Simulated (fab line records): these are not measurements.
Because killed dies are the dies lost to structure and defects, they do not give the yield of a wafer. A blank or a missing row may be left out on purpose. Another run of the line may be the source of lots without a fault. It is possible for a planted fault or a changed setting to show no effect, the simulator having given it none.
fab line records | flow sfq-line
record lots=6 | wafers=18 | last-day=91
route steps=325 shown I0@54 M1@58
lots that met no fault: taken from a fault-free run of the same line
start-h: hours from the record's opening day to when the first of the lot's shown wafers began | wait-h: how many hours have passed since the lot's step before this one | " repeats the value in the row above | L1.1+2: a single row standing in for several wafers | - value missing, or start not given | * or withheld: withheld | < > ~ a bound
route shown NAME@n: NAME is a module with steps in the file, n the number in the route of the first one | usual: mean and standard deviation over wafers with no fault | same: alike in all rows | chamber/n: place in a boat | sites: per-site readings | _std_site: standard deviation across them | _edge_site: outer sites' mean less inner sites' | radius-mm: for every site, how far away it sits from the centre of the wafer | mask NAME#n: copy n | behind: the tool/chamber that last shaped the wafer | hold: why the lot was held/for how many hours/how that ended | device: the n, p or np transistor that did not switch | end of line: at the end of the route, the tests of the same wafers | a step given without rows: its recipe and nothing more | killed: not the wafer's yield, but the dies lost to structure and defects at the first sort | map: per-die view of a wafer (x killed, . not killed, _ where there is no die)
set.NAME: the setting as run; set.NAME@STEP: as run at that earlier step | model.NAME: the simulator's own value behind a step, which no gauge read
lots at some steps of the route; a table a step, a row a wafer
services: when a tool's chamber went out of use (start-h, in hours from the record's first day, below 0 if earlier), for how many hours, and the reason
## steps
# step SFQ_TRILAYER_I0_VIA_BARC_OPEN_VIA_ETCH_046
# recipe mask-material=PR | chemistry=O2 | target-depth-nm=125 | target=BARC | source-w=500 | bias-w=80 | pressure-mtorr=30 | time-s=41.7
# usual drypump-motor-current-A=5.6/0.53 | oes-product-au=0.685/0.0043
lot.wafer | tool        | chamber | start-h | wait-h | drypump-motor-current-A | oes-product-au | rf-hours-counter-h
L240.3    | rie-diel-02 | 3       | 221.97  | 0.0    | 6.4                     | 0.687          | 0
L240.4    | "           | 2       | "       | "      | 5.7                     | 0.684          | 109
L240.5    | "           | 1       | "       | "      | 5.4                     | 0.686          | -
L252.3    | rie-diel-02 | 3       | 308.75  | 0.0    | 6.4                     | 0.684          | 1
L252.4    | "           | 1       | "       | "      | 5.4                     | 0.686          | 25
L252.6    | "           | 3       | "       | "      | 6.4                     | 0.689          | -
L251.2    | rie-diel-03 | 3       | 309.95  | 0.0    | 4.9                     | 0.680          | 121
L251.4    | "           | 3       | "       | "      | 4.9                     | 0.692          | -
L251.5    | "           | 2       | "       | "      | 5.6                     | 0.686          | -
L253.1    | rie-diel-01 | 3       | 313.55  | 0.0    | 5.8                     | 0.690          | 97
L253.2    | "           | 1       | "       | "      | 4.9                     | 0.681          | 22
L253.4    | "           | 2       | "       | "      | 5.8                     | 0.684          | 15
L257.2    | rie-diel-03 | 0       | 350.64  | 0.0    | 4.8                     | 0.680          | 2
L257.4    | "           | 3       | "       | "      | 4.9                     | 0.691          | 122
L257.5    | "           | 3       | "       | "      | 4.9                     | 0.694          | -
L261.1    | rie-diel-01 | 2       | 379.44  | 0.0    | 5.8                     | 0.684          | 16
L261.4    | "           | 0       | "       | "      | 6.4                     | 0.688          | 97
L261.5    | "           | 2       | "       | "      | 5.8                     | 0.677          | -
# step SFQ_TRILAYER_I0_VIA_ETCH_VIA_ETCH_034
# recipe target=SiO2 | stop-on=Nb | mask-material=PR | taper-deg=20 | chemistry=CHF3 | target-depth-nm=260 | source-w=500 | bias-w=80 | pressure-mtorr=30 | time-s=withheld
# usual drypump-motor-current-A=5.6/0.53 | oes-product-au=0.854/0.0048
lot.wafer | tool        | chamber | start-h | wait-h | drypump-motor-current-A | oes-product-au
L240.3    | rie-diel-02 | 2       | 222.01  | 0.0    | 5.7                     | 0.861
L240.4    | "           | 3       | "       | "      | 6.4                     | 0.858
L240.5    | "           | 0       | "       | "      | 5.9                     | 0.853
L252.3    | rie-diel-02 | 3       | 308.79  | 0.0    | 6.4                     | 0.854
L252.4    | "           | 1       | "       | "      | 5.4                     | 0.861
L252.6    | "           | 3       | "       | "      | 6.4                     | 0.853
L251.2    | rie-diel-03 | 3       | 309.99  | 0.0    | 4.9                     | 0.848
L251.4    | "           | 3       | "       | "      | 4.9                     | 0.848
L251.5    | "           | 2       | "       | "      | 5.7                     | 0.848
L253.1    | rie-diel-01 | 3       | 313.59  | 0.0    | 5.8                     | 0.849
L253.2    | "           | 1       | "       | "      | 4.9                     | 0.845
L253.4    | "           | 2       | "       | "      | 5.8                     | 0.852
L257.2    | rie-diel-03 | 0       | 350.68  | 0.0    | 4.8                     | 0.846
L257.4    | "           | 3       | "       | "      | 4.9                     | 0.857
L257.5    | "           | 3       | "       | "      | 4.9                     | 0.852
L261.1    | rie-diel-01 | 2       | 379.48  | 0.0    | 5.8                     | 0.855
L261.4    | "           | 0       | "       | "      | 6.4                     | 0.861
L261.5    | "           | 2       | "       | "      | 5.8                     | 0.858
# step SFQ_TRILAYER_I0_VIA_STRIP_STRIP_035
# recipe gas=O2 | power-w=200 | platen-temp-c=40 | overash-fraction=0.65 | chemistry=O2 | pressure-mtorr=50
# usual drypump-motor-current-A=5.3/0.44 | oes-product-au=1.002/0.009
lot.wafer | tool         | chamber | start-h | wait-h | drypump-motor-current-A | oes-product-au | rf-hours-counter-h
L240.3    | rie-metal-03 | 1       | 222.32  | -      | 4.9                     | 0.993          | -
L240.4    | "            | 0       | "       | "      | 5.7                     | 0.995          | -
L240.5    | "            | 1       | "       | "      | 4.9                     | 1.002          | -
L252.3    | rie-metal-02 | 0       | 309.10  | -      | 5.8                     | 1.005          | -
L252.4    | "            | 1       | "       | "      | 4.8                     | 1.004          | -
L252.6    | "            | 1       | "       | "      | 4.8                     | 1.008          | -
L251.2    | rie-metal-04 | 0       | 310.10  | -      | 4.9                     | 1.003          | 74
L251.4    | "            | 1       | "       | "      | 6.2                     | 0.992          | -
L251.5    | "            | 1       | "       | "      | 6.2                     | 1.007          | -
L253.1    | rie-metal-02 | 0       | 313.70  | -      | 5.8                     | 1.015          | 97
L253.2    | "            | 1       | "       | "      | 4.8                     | 1.011          | 39
L253.4    | "            | 1       | "       | "      | 4.8                     | 1.015          | -
L257.2    | rie-metal-02 | 1       | 350.80  | -      | 4.8                     | 0.999          | 42
L257.4    | "            | 0       | "       | "      | 5.8                     | 1.013          | -
L257.5    | "            | 0       | "       | "      | 5.8                     | 1.004          | -
L261.1    | rie-metal-02 | 1       | 379.60  | -      | 4.8                     | 1.004          | 47
L261.4    | "            | 0       | "       | "      | 5.8                     | 1.006          | -
L261.5    | "            | 0       | "       | "      | 5.8                     | 1.007          | -
# step SFQ_TRILAYER_I0_VIA_STRIP_SOLV_CLEAN_036
# recipe chemistry=NMP | temp-c=70 | time-s=600
# step SFQ_TRILAYER_M1_DEP_PRE_CLEAN_038
# recipe gas=Ar | time-s=22.5 | bias-v=250
# step SFQ_TRILAYER_M1_DEP_SPUTTER_037
# recipe material=Nb | base-pressure-pa=1.33e-06 | chamber-pressure-pa=0.1333 | substrate-temp-c=20 | resputter-cathode-voltage-v=400 | target-thk-nm=200 | power-w=2000 | time-s=133.3
# usual throttle-valve-pct=29.3/0.58
lot.wafer | tool           | chamber | start-h | wait-h | throttle-valve-pct
L240.3    | pvd-sputter-03 | -       | 222.92  | 0.0    | 29.6
L240.4    | "              | -       | "       | "      | 29.1
L240.5    | "              | -       | "       | "      | 30.1
L252.3    | pvd-sputter-06 | -       | 309.70  | 0.0    | 29.2
L252.4    | "              | -       | "       | "      | 29.7
L252.6    | "              | -       | "       | "      | 29.9
L251.2    | pvd-sputter-03 | -       | 310.90  | 0.0    | 29.7
L251.4    | "              | -       | "       | "      | 29.8
L251.5    | "              | -       | "       | "      | 29.1
L253.1    | pvd-sputter-03 | -       | 314.52  | 0.0    | 29.8
L253.2    | "              | -       | "       | "      | 29.7
L253.4    | "              | -       | "       | "      | 29.2
L257.2    | pvd-sputter-03 | -       | 351.62  | 0.0    | 29.5
L257.4    | "              | -       | "       | "      | 29.2
L257.5    | "              | -       | "       | "      | 29.6
L261.1    | pvd-sputter-03 | -       | 380.42  | 0.0    | 29.2
L261.4    | "              | -       | "       | "      | 29.6
L261.5    | "              | -       | "       | "      | 29.7
# step SFQ_M1_RS_MEAS_909
# recipe thk-meas-gauge=four-point-probe | reads=Nb_of_TRILAYER_M1_DEP_SPUTTER_037
# usual M1_NB_RS=0.893/0.01
lot.wafer | tool          | chamber | start-h | wait-h | M1_NB_RS[ohm/sq]
L240.3    | film-metro-04 | -       | 223.06  | 0.1    | 0.904
L240.4    | "             | -       | "       | "      | 0.888
L240.5    | "             | -       | "       | "      | 0.902
L252.3    | film-metro-02 | -       | 309.84  | 0.1    | 0.895
L252.4    | "             | -       | "       | "      | 0.901
L252.6    | "             | -       | "       | "      | 0.896
L251.2    | film-metro-01 | -       | 311.02  | 0.1    | 0.896
L251.4    | "             | -       | "       | "      | 0.899
L251.5    | "             | -       | "       | "      | 0.888
L253.1    | film-metro-04 | -       | 314.61  | 0.0    | 0.896
L253.2    | "             | -       | "       | "      | 0.894
L253.4    | "             | -       | "       | "      | 0.888
L257.2    | film-metro-02 | -       | 351.73  | 0.1    | 0.895
L257.4    | "             | -       | "       | "      | 0.890
L257.5    | "             | -       | "       | "      | 0.898
L261.1    | film-metro-01 | -       | 380.51  | 0.0    | 0.907
L261.4    | "             | -       | "       | "      | 0.910
L261.5    | "             | -       | "       | "      | 0.896
# step SFQ_TRILAYER_M1_LITHO_COAT_044
# recipe resist=BARC | spin-rpm=3000 | resist-thk-nm=62
# step SFQ_TRILAYER_M1_LITHO_COAT_039
# recipe resist=KrF | spin-rpm=3000 | resist-thk-nm=600
# step SFQ_TRILAYER_M1_LITHO_SOFTBAKE_043
# recipe temp-c=withheld | time-s=withheld | resist=KrF
# step SFQ_TRILAYER_M1_LITHO_EXPOSE_040
# recipe mask-id=M1 | na=0.6 | source-shape=conventional | sigma-outer=0.65 | target-cd-nm=500 | dose-mj=14.4
# step SFQ_TRILAYER_M1_LITHO_PEB_042
# recipe peb-temp-c=115 | peb-time-s=60 | resist=KrF
lot.wafer  | tool           | chamber | start-h | wait-h
L240.3+4+5 | litho-track-01 | 0       | 249.25  | 0.7
L252.3+4+6 | litho-track-04 | 0       | 327.45  | 0.7
L251.2+4+5 | litho-track-04 | 0       | 328.63  | 0.8
L253.1+2+4 | litho-track-02 | 0       | 333.40  | 1.0
L257.2+4+5 | litho-track-01 | 0       | 368.53  | 0.8
L261.1+4+5 | litho-track-04 | 0       | 398.61  | 1.0
# step SFQ_TRILAYER_M1_LITHO_DEVELOP_041
# recipe time-s=60 | resist=KrF
# step SFQ_M1_OVL_MEAS_911
# usual M1_OVL=-1/5
lot.wafer | tool       | chamber | start-h | wait-h | M1_OVL[nm]
L240.3    | overlay-02 | -       | 249.51  | 0.1    | 6
L240.4    | "          | -       | "       | "      | 3
L240.5    | "          | -       | "       | "      | 2
L252.3    | overlay-02 | -       | 327.71  | 0.1    | -6
L252.4    | "          | -       | "       | "      | -4
L252.6    | "          | -       | "       | "      | -9
L251.2    | overlay-01 | -       | 328.91  | 0.1    | -2
L251.4    | "          | -       | "       | "      | -1
L251.5    | "          | -       | "       | "      | -7
L253.1    | overlay-02 | -       | 333.70  | 0.1    | 0
L253.2    | "          | -       | "       | "      | -3
L253.4    | "          | -       | "       | "      | -5
L257.2    | overlay-01 | -       | 368.81  | 0.1    | -2
L257.4    | "          | -       | "       | "      | -3
L257.5    | "          | -       | "       | "      | 4
L261.1    | overlay-01 | -       | 398.91  | 0.1    | -8
L261.4    | "          | -       | "       | "      | -13
L261.5    | "          | -       | "       | "      | -6
# step SFQ_TRILAYER_M1_BARC_OPEN_METAL_ETCH_054
# recipe mask-material=PR | chemistry=O2 | target-depth-nm=125 | target=BARC | icp-w=600 | bias-w=80 | pressure-mtorr=10 | time-s=41.7
# usual drypump-motor-current-A=5.5/0.54 | oes-product-au=0.685/0.0051
lot.wafer | tool         | chamber | start-h | wait-h | drypump-motor-current-A | oes-product-au | rf-hours-counter-h | model.M1.cd-nm
L240.3    | rie-metal-02 | 0       | 249.55  | 0.0    | 5.8                     | 0.679          | -                  | 499.3
L240.4    | "            | 1       | "       | "      | 4.8                     | 0.688          | -                  | 501.6
L240.5    | "            | 0       | "       | "      | 5.8                     | 0.691          | -                  | 500.1
L252.3    | rie-metal-02 | 1       | 327.76  | 0.0    | 4.8                     | 0.679          | -                  | 501
L252.4    | "            | 0       | "       | "      | 5.8                     | 0.683          | -                  | 485.7
L252.6    | "            | 0       | "       | "      | 5.8                     | 0.687          | -                  | 485.6
L251.2    | rie-metal-04 | 1       | 328.94  | 0.0    | 6.2                     | 0.689          | 20                 | 501.4
L251.4    | "            | 1       | "       | "      | 6.1                     | 0.688          | -                  | 486.8
L251.5    | "            | 1       | "       | "      | 6.2                     | 0.677          | -                  | 486.5
L253.1    | rie-metal-01 | 1       | 333.74  | 0.0    | 5.0                     | 0.681          | 42                 | 496.9
L253.2    | "            | 0       | "       | "      | 5.8                     | 0.689          | 63                 | 497.7
L253.4    | "            | 1       | "       | "      | 5.0                     | 0.683          | -                  | 496.1
L257.2    | rie-metal-02 | 1       | 368.84  | 0.0    | 4.8                     | 0.685          | 45                 | 501.6
L257.4    | "            | 1       | "       | "      | 4.8                     | 0.685          | -                  | 499.6
L257.5    | "            | 1       | "       | "      | 4.8                     | 0.685          | -                  | 500
L261.1    | rie-metal-04 | 1       | 398.94  | 0.0    | 6.1                     | 0.691          | 31                 | 499.9
L261.4    | "            | 0       | "       | "      | 5.0                     | 0.687          | -                  | 500
L261.5    | "            | 1       | "       | "      | 6.1                     | 0.680          | -                  | 499.4
# step SFQ_TRILAYER_M1_ETCH_METAL_ETCH_042
# recipe target=Nb | stop-on=SiO2 | mask-material=PR | chemistry=Cl2/Ar | target-depth-nm=240 | icp-w=600 | bias-w=80 | pressure-mtorr=10 | time-s=120
# usual drypump-motor-current-A=5.5/0.54 | oes-product-au=0.892/0.0065
lot.wafer | tool         | chamber | start-h | wait-h | drypump-motor-current-A | oes-product-au | rf-hours-counter-h | model.M1.cd-nm
L240.3    | rie-metal-02 | 0       | 249.63  | 0.1    | 5.8                     | 0.880          | -                  | 499.5
L240.4    | "            | 1       | "       | "      | 4.8                     | 0.903          | -                  | 500.9
L240.5    | "            | 0       | "       | "      | 5.8                     | 0.885          | -                  | 500.8
L252.3    | rie-metal-02 | 1       | 327.84  | 0.1    | 4.8                     | 0.888          | -                  | 498.4
L252.4    | "            | 0       | "       | "      | 5.8                     | 0.893          | -                  | 486.1
L252.6    | "            | 0       | "       | "      | 5.8                     | 0.892          | -                  | 485.9
L251.2    | rie-metal-04 | 1       | 329.00  | 0.0    | 6.2                     | 0.892          | 20                 | 501.6
L251.4    | "            | 1       | "       | "      | 6.2                     | 0.892          | -                  | 486.9
L251.5    | "            | 1       | "       | "      | 6.2                     | 0.900          | -                  | 485.6
L253.1    | rie-metal-01 | 1       | 333.80  | 0.0    | 5.0                     | 0.894          | 42                 | 494.5
L253.2    | "            | 0       | "       | "      | 5.8                     | 0.897          | 63                 | 497.6
L253.4    | "            | 1       | "       | "      | 5.0                     | 0.892          | -                  | 494.1
L257.2    | rie-metal-02 | 1       | 368.90  | 0.0    | 4.8                     | 0.886          | 45                 | 499.6
L257.4    | "            | 1       | "       | "      | 4.8                     | 0.894          | -                  | 497.7
L257.5    | "            | 1       | "       | "      | 4.8                     | 0.891          | -                  | 497.8
L261.1    | rie-metal-04 | 1       | 399.00  | 0.0    | 6.2                     | 0.889          | 32                 | 499.9
L261.4    | "            | 0       | "       | "      | 5.0                     | 0.881          | -                  | 498.2
L261.5    | "            | 1       | "       | "      | 6.2                     | 0.890          | -                  | 498.1
# step SFQ_TRILAYER_M1_STRIP_STRIP_043
# recipe gas=O2 | power-w=200 | platen-temp-c=40 | overash-fraction=0.65 | chemistry=O2 | pressure-mtorr=50
# usual drypump-motor-current-A=5.5/0.54 | oes-product-au=1.003/0.0079
lot.wafer | tool         | chamber | start-h | wait-h | drypump-motor-current-A | oes-product-au | rf-hours-counter-h
L240.3    | rie-metal-02 | 0       | 249.92  | 0.2    | 5.8                     | 1.010          | -
L240.4    | "            | 1       | "       | "      | 4.8                     | 0.994          | -
L240.5    | "            | 0       | "       | "      | 5.8                     | 1.017          | -
L252.3    | rie-metal-02 | 1       | 328.12  | 0.2    | 4.9                     | 1.008          | -
L252.4    | "            | 0       | "       | "      | 5.8                     | 1.001          | -
L252.6    | "            | 0       | "       | "      | 5.8                     | 1.010          | -
L251.2    | rie-metal-04 | 1       | 329.12  | 0.1    | 6.2                     | 1.010          | 20
L251.4    | "            | 1       | "       | "      | 6.2                     | 0.997          | -
L251.5    | "            | 1       | "       | "      | 6.2                     | 1.012          | -
L253.1    | rie-metal-01 | 1       | 333.92  | 0.1    | 5.0                     | 1.015          | 43
L253.2    | "            | 0       | "       | "      | 5.9                     | 1.002          | 63
L253.4    | "            | 1       | "       | "      | 5.0                     | 1.019          | -
L257.2    | rie-metal-02 | 1       | 369.03  | 0.1    | 4.8                     | 1.007          | 45
L257.4    | "            | 1       | "       | "      | 4.8                     | 1.006          | -
L257.5    | "            | 1       | "       | "      | 4.8                     | 1.012          | -
L261.1    | rie-metal-04 | 1       | 399.13  | 0.1    | 6.2                     | 1.001          | 32
L261.4    | "            | 0       | "       | "      | 5.0                     | 0.989          | -
L261.5    | "            | 1       | "       | "      | 6.2                     | 1.002          | -
## services
tool           | chamber | start-h | hours | kind
rie-diel-01    | 0       | 200.17  | 11.5  | repair
rie-diel-02    | 0       | 203.10  | 13.4  | repair
rie-metal-04   | 1       | 206.70  | -     | clean
rie-metal-04   | 1       | 206.70  | 14.0  | scheduled-down
rie-metal-04   | 1       | 206.70  | 14.0  | vent-cycle
rie-diel-03    | 0       | 208.00  | 7.2   | repair
rie-metal-01   | 1       | 218.10  | 5.8   | repair
rie-diel-03    | -       | 218.34  | 4.3   | pm
pvd-sputter-06 | -       | 235.41  | 2.1   | repair
pvd-sputter-03 | -       | 268.28  | 26.4  | repair
rie-metal-02   | -       | 284.22  | 1.9   | repair
pvd-sputter-06 | -       | 287.36  | 22.1  | repair
rie-metal-01   | 1       | 289.50  | 2.4   | repair
pvd-sputter-03 | -       | 289.70  | 2.4   | repair
rie-diel-03    | 2       | 293.35  | 8.2   | repair
rie-diel-02    | 0       | 299.27  | 4.6   | repair
rie-metal-03   | 1       | 313.36  | 6.5   | repair
rie-metal-02   | -       | 332.29  | 15.6  | pm
rie-diel-01    | 3       | 336.78  | 4.2   | repair
rie-diel-02    | 0       | 359.95  | 8.3   | repair
rie-metal-02   | -       | 380.20  | 2.8   | pm
rie-metal-04   | -       | 381.73  | 10.0  | pm
rie-diel-01    | 3       | 383.55  | 12.7  | repair
rie-metal-03   | 1       | 390.97  | 9.3   | repair
## key
first-sign none at tools or gauges
model-effect step=SFQ_TRILAYER_M1_BARC_OPEN_METAL_ETCH_054 | value=M1.cd-nm | without=500.9 | struck=486.1
model-effect step=SFQ_TRILAYER_M1_ETCH_METAL_ETCH_042 | value=M1.cd-nm | without=500.9 | struck=486.1
met-at SFQ_TRILAYER_M1_LITHO_PEB_042
struck-wafers L251.4,L251.5,L252.4,L252.6
fault kind=process-parameter-drift | tool=litho-track-04 | chamber=- | onset-h=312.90 | steps=SFQ_TRILAYER_M1_LITHO_PEB_042 | channel=peb-time-s | offset=* | shape=step | end-h=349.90 | scope=struck-wafers-only | acts-in=* | stated=*
